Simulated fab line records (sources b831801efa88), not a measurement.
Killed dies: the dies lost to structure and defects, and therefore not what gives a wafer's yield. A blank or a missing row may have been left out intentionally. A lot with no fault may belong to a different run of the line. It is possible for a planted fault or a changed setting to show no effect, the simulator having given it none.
Matching of chambers | flow gf180mcu | GF_STI_CMP_25 on cmp-02 has 4 sister chambers
The step polishes, stops on Si3N4, t overpolish 33 s, target thk 524.6 nm. 4 wafers are shown with their chamber, then 8 later ones without.

== WAFERS WITH THEIR CHAMBER ==
wafer  | chamber | motor-current-A (A)
L884.5 | 3       | 10.7
L885.3 | 0       | 12.9
L887.1 | 2       | 10.4
L887.2 | 1       | 12.0

== WAFERS WITHOUT THEIR CHAMBER ==
wafer  | motor-current-A (A)
L887.4 | 12.1
L893.4 | 10.2
L894.1 | 10.6
L894.3 | 11.4
L894.4 | 12.9
L901.4 | 11.2
L901.5 | 13.1
L901.6 | 13.4

== WHICH CHAMBER EACH WENT THROUGH ==
wafer  | from the rows above          | in truth
L887.4 | 1                            | 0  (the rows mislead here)
L893.4 | can't be placed: 2 or 3      | 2
L894.1 | can't be placed: 3 or 2      | 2
L894.3 | can't be placed: 1 or 3 or 2 | 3
L894.4 | 0                            | 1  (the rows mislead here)
L901.4 | can't be placed: 3 or 2 or 1 | 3
L901.5 | 0                            | 0
L901.6 | 0                            | 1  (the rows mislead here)
Correct placement for 1 of the 8. Cannot be placed on the basis of these rows: 4; the candidates contain the true chamber in 4. Placed wrongly: 3.
How it was worked out, from the rows above alone: a wafer's distance from a chamber is the root of the sum, over the readings, of the square of ((its reading less the chamber's mean) divided by the reading's scatter). The wafer belongs to the nearest chamber; if the next one is less than 2 further off, it can't be placed. For every chamber, the mean is computed from those of its wafers that are shown. The scatter: with one shown wafer a chamber, the root of the mean of the squares of how far each hidden wafer lies from its nearest shown one.
